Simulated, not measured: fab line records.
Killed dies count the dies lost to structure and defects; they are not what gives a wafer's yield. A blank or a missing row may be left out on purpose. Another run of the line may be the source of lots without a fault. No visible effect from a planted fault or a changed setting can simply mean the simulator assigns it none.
A lot that was struck, set against a sound lot -- flow sky130 -- 14 out of 708 route steps
Sound: wafers L269.1, L269.2, L269.6. Struck: wafers L268.1, L268.4, L268.5. The cause comes at the end.
Each step with rows lists, per side, the tool, then ch with its chambers, then its first start. Under that, the readings that differ: sound wafers -- struck wafers -- difference of the means -- sigmas: that difference in standard deviations of wafers without a fault.
alike: readings with means less than 2 such deviations apart, plus words and numbers identical on both sides. not compared: withheld readings, readings lacking a value on some wafer, bounds such as >300 that could conceal the same value, and numbers that have no deviation in the record and whose values overlap.
The two part at a step that has a row with sigmas, a row that says differs or no value, or rows on one side only. Numbers that have no deviation but don't overlap get no sigmas and don't part them. Lack of a reading on every wafer of one side parts them only where that side has two or more wafers.

SKY_CONTACT_THK_MEAS_01:
  sound on filmMetro-03, day 33 11:59; struck on filmMetro-03, day 33 05:21
  alike: CONTACT_CVD_00_THK
then, 1 step without rows for these wafers: SKY_CONTACT_HDPCVD_02 (deposits SiO2, target thk 565 nm, time 94.2 s).
SKY_CONTACT_THK_MEAS_03:
  sound on filmMetro-01, day 33 12:07; struck on filmMetro-04, day 33 05:29
  alike: CONTACT_HDPCVD_THK
SKY_CONTACT_CMP_04: polishes SiO2.
  sound on cmp-01 ch 1,3, day 33 12:10; struck on cmp-02 ch 0,1,3, day 33 05:38
  alike: motorCurrentA, platenRpm, timeToEndpointS
SKY_CONTACT_BOW_MEAS_05:
  sound on filmMetro-04, day 33 12:28; struck on filmMetro-01, day 33 05:50
  alike: CONTACT_BOW
then, 7 steps without rows for these wafers: SKY_CONTACT_DEHYDRATE_06 (time 60 s); SKY_CONTACT_HMDS_07 (prime time 60 s); SKY_CONTACT_COAT_08 (resist thk 60 nm); SKY_CONTACT_COAT_09 (resist thk 450 nm); SKY_CONTACT_SOFTBAKE_10 (time 90 s); SKY_CONTACT_EXPOSE_11 (exposes mask CTM1, target cd 170 nm); SKY_CONTACT_PEB_12.
SKY_CONTACT_DEVELOP_13: develop time 60 s.
  sound on lithoTrack-03 ch 0, day 34 15:00; struck on lithoTrack-03, day 34 08:00
  no value came back on the struck wafers for chillPlateTempC (C), developTimeS (s); on the sound wafers chillPlateTempC (C) reads 22.99 23.01 22.75
reading,sound,struck,difference,sigmas
model.KrF-thick_of_CONTACT_COAT_09.thkNm (nm),435.1 434.6 435.4,449.1 447.4 447.7,+13.0,
SKY_CONTACT_CD_MEAS_14: target cd 170 nm.
  sound on cdSem-02, day 34 15:25; struck on cdSem-02, day 34 08:40
reading,sound,struck,difference,sigmas
cdNm (nm),168.6 167.9 168.2,- - -,no value on the struck wafers,

== WHERE THEY PART ==
Last at SKY_CONTACT_CD_MEAS_14 as far as this record goes, first at SKY_CONTACT_DEVELOP_13.

WHY: what the simulator had put in
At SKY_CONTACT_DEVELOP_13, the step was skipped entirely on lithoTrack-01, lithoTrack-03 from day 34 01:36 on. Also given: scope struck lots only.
